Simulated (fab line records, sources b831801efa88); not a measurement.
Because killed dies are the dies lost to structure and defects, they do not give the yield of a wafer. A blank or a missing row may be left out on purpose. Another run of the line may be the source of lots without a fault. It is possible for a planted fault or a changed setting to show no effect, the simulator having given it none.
A struck lot beside a sound one | flow sfqLine | 24 steps out of a route of 325
Sound: the wafers L777.4, L777.5, L777.6. The struck wafers were L787.2, L787.4, L787.6. At the end, the cause is stated.
For every step that has rows: the tool of each side, followed by ch and its chambers, followed by its first start. Under that, the readings that differ: sound wafers | struck wafers | difference of the means | sigmas: that difference in standard deviations of wafers without a fault.
alike: readings with means less than 2 such deviations apart, plus words and numbers identical on both sides. not compared: withheld readings, readings lacking a value on some wafer, bounds such as >300 that could conceal the same value, and numbers that have no deviation in the record and whose values overlap.
Wherever a step has rows on one side only, a row that says differs or no value, or a row with sigmas, the two part there. Numbers that have no deviation but don't overlap get no sigmas and don't part them. A reading missing from all wafers of one side parts the sides only when that side holds two or more wafers.

first, 2 steps without rows for these wafers: SFQ_TRILAYER_I1_VIA_STRIP_SOLV_CLEAN_054 (cleans in NMP, time 600 s); SFQ_TRILAYER_M2_DEP_PRE_CLEAN_056 (time 22.5 s).
SFQ_TRILAYER_M2_DEP_SPUTTER_055: material Nb, target thk 200 nm, time 133.3 s.
  struck on pvdSputter-06, day 36 21:41; sound on pvdSputter-03, day 30 23:10
  alike: throttleValvePct
SFQ_M2_RS_MEAS_914: measurement is done with a four-point probe.
  struck on filmMetro-02, day 36 21:49; sound on filmMetro-04, day 30 23:19
  alike: M2_NB_RS
then, 6 steps without rows for these wafers: SFQ_TRILAYER_M2_LITHO_COAT_062 (resist thk 62 nm); SFQ_TRILAYER_M2_LITHO_COAT_057 (resist thk 600 nm); SFQ_TRILAYER_M2_LITHO_SOFTBAKE_061; SFQ_TRILAYER_M2_LITHO_EXPOSE_058 (exposes mask M2, target cd 500 nm); SFQ_TRILAYER_M2_LITHO_PEB_060 (peb time 60 s); SFQ_TRILAYER_M2_LITHO_DEVELOP_059 (time 60 s).
-- the record jumps here: 7 days lie between the struck wafers' starts before and after --
SFQ_M2_OVL_MEAS_916:
  struck on overlay-01, day 43 16:17; sound on overlay-01, day 37 06:43
  alike: M2_OVL
SFQ_TRILAYER_M2_BARC_OPEN_METAL_ETCH_077: etches BARC in O2, target depth 125 nm, time 41.7 s.
  sound on rieMetal-04 ch 0,1, day 37 06:44; struck on rieMetal-03 ch 0, day 43 16:19
  no value came back on the struck wafers for biasW (W), chamberPressureMTorr (mTorr), drypumpMotorCurrentA (A), oesProductAu (a.u.); on the sound wafers biasW (W) reads 79.88 80.23 79.70
reading                                            | sound             | struck            | difference | sigmas
model.KrF_of_TRILAYER_M2_LITHO_COAT_057.thkNm (nm) | 521.5 522.5 521.2 | 577.5 575.3 576.8 | +54.8      | 
  not compared: rfHoursCounterH
SFQ_TRILAYER_M2_ETCH_METAL_ETCH_060: etches Nb in Cl2/Ar, stops on SiO2, target depth 240 nm, time 120 s.
  sound on rieMetal-04 ch 0,1, day 37 06:50; struck on rieMetal-03 ch 0, day 43 16:22
reading                                            | sound             | struck            | difference | sigmas
oesProductAu (a.u.)                                | 0.893 0.897 0.899 | 0.374 0.373 0.373 | -0.523     | -71
model.KrF_of_TRILAYER_M2_LITHO_COAT_057.thkNm (nm) | 379.7 379.4 379.9 | 433.8 431.5 432.5 | +52.9      | 
  alike: biasW, chamberPressureMTorr, drypumpMotorCurrentA
  not compared: rfHoursCounterH
SFQ_TRILAYER_M2_STRIP_STRIP_061: strips in O2.
  sound on rieMetal-04 ch 0,1, day 37 07:07; struck on rieMetal-03 ch 0, day 43 16:29
  alike: drypumpMotorCurrentA, oesProductAu
  not compared: rfHoursCounterH
then, 1 step without rows for these wafers: SFQ_TRILAYER_M2_STRIP_SOLV_CLEAN_062 (cleans in NMP, time 600 s).
SFQ_TRILAYER_I2_DEP_PECVD_063: deposits SiO2 from SiH4/N2O, time 111.11 s, target thk 500 nm.
  sound on pecvd-01 ch 0,2, day 37 07:43; struck on pecvd-01 ch 0,1, day 43 17:16
  alike: heaterPowerW, susceptorTempC, throttleValvePct
SFQ_TRILAYER_I2_CMP_CMP_064: polishes SiO2.
  sound on cmp-02 ch 0,1,2, day 37 08:48; struck on cmp-01 ch 0,1,3, day 43 20:56
  alike: motorCurrentA, timeToEndpointS
SFQ_I2_BOW_MEAS_917:
  struck on filmMetro-01, day 43 23:58; sound on filmMetro-01, day 37 10:52
  alike: I2_BOW
SFQ_TRILAYER_I2_METRO_MEASURE_065:
  struck on filmMetro-01, day 44 00:16; sound on filmMetro-01, day 37 11:31
  alike: thkNm
then, 3 steps without rows for these wafers: SFQ_TRILAYER_I2_VIA_LITHO_COAT_072 (resist thk 62 nm); SFQ_TRILAYER_I2_VIA_LITHO_COAT_067 (resist thk 650 nm); SFQ_TRILAYER_I2_VIA_LITHO_SOFTBAKE_071.
-- the record jumps here: 6 days lie between the struck wafers' starts before and after --
SFQ_TRILAYER_I2_VIA_LITHO_EXPOSE_068: exposes mask I2, target cd 500 nm.
  struck on krfScanner-02, day 50 02:20; sound on krfScanner-02 ch 0, day 44 04:34
  no value came back on the struck wafers for exposureDoseMJCm2, focusOffsetNm (nm), sigmaOuter; on the sound wafers exposureDoseMJCm2 reads 21.360 21.304 21.297
  alike: mask
then, 1 step without rows for these wafers: SFQ_TRILAYER_I2_VIA_LITHO_PEB_070 (peb time 60 s).

WHERE THEY PART
Earliest at SFQ_TRILAYER_M2_BARC_OPEN_METAL_ETCH_077; latest, in this record, at SFQ_TRILAYER_I2_VIA_LITHO_EXPOSE_068.

WHY: the cause the simulator had injected
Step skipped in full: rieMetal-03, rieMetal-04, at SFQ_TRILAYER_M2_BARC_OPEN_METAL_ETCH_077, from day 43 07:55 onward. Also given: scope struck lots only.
